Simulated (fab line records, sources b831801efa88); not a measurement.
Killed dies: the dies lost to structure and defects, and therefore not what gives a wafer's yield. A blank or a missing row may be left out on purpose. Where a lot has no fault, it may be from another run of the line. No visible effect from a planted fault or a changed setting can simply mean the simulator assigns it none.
Code-filled problem report in 8D (eight disciplines) form    flow gf180mcu    the parts of the form that need people (team, actions taken, sign-off) are left out

## 1. PROBLEM STATEMENT
Mean of beam-energy-keV at GF_VT_IMPLANT_IMPLANT_30: 26.132 across 6 wafers in 2 lots; on wafers with no fault it is 25.000 (standard deviation 0.0079). That is +99 or more standard deviations from the usual mean.
The first sign was on wafer L928.4 at day 11 05:10, on implanter-01. Wafers with a number at this step in the record: 18, from 6 lots. By rule, "out" or "out of limits" means more than 4 standard deviations away from the usual mean. Any other wafer with a number is counted as sound.

## 2. WHAT IT IS AND WHAT IT IS NOT
question                     is                      is not
which readings at this step  beam-energy-keV         dose-ions-cm2, tilt-deg
which lots                   L928, L930              L919, L923, L933, L935
which wafers of those lots   all that have a number  -
read on which tools          implanter-01            implanter-02, implanter-04
when                         from day 11 05:10       up to then (6 sound wafers); but 6 sound wafers of L933, L935 came after

## 3. THE SUSPECTS, EACH WITH WHAT RULES IT OUT
Counting: a tool stays on the suspect list if, at a process step up to the reading, it processed all lots that are out and no sound lot following the first of them.
- implanter-01 at GF_VT_IMPLANT_IMPLANT_30: kept. All lots that are out passed through it, beginning with L928 at day 11 05:10, and no sound lot followed; its final sound lot before that point was L923 at day 9 20:11. On those wafers its own readings are out: beam-energy-keV.
The count leaves implanter-01 at GF_VT_IMPLANT_IMPLANT_30.

## 4. THE CAUSE (what the simulator had put in)
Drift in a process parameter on implanter-01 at GF_VT_IMPLANT_IMPLANT_30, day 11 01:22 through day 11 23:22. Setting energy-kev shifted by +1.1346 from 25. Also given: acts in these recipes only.
This tool alone remained once counting was done.

## 5. THE EFFECT CHAIN, in route order
Each row: a reading where the mean over the struck wafers with a number is more than 3 standard deviations away from the usual. Scope: only readings with a usual standard deviation given in the record; hours: median across lots of the time from each lot's start at the first step in this table that gives one to its start at this step; sigmas: change in usual standard deviations.
hours  step                      reading          usual   on struck wafers  change  sigmas
0      GF_VT_IMPLANT_IMPLANT_30  beam-energy-keV  25.000  26.132            +1.132  +99 or more
Here are the process steps it includes:
- GF_VT_IMPLANT_IMPLANT_30

## 6. HOW IT WOULD HAVE BEEN CAUGHT EARLIER
The fault began at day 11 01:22; the first out-of-limits reading in this record came at day 11 05:10, 4 hours later.
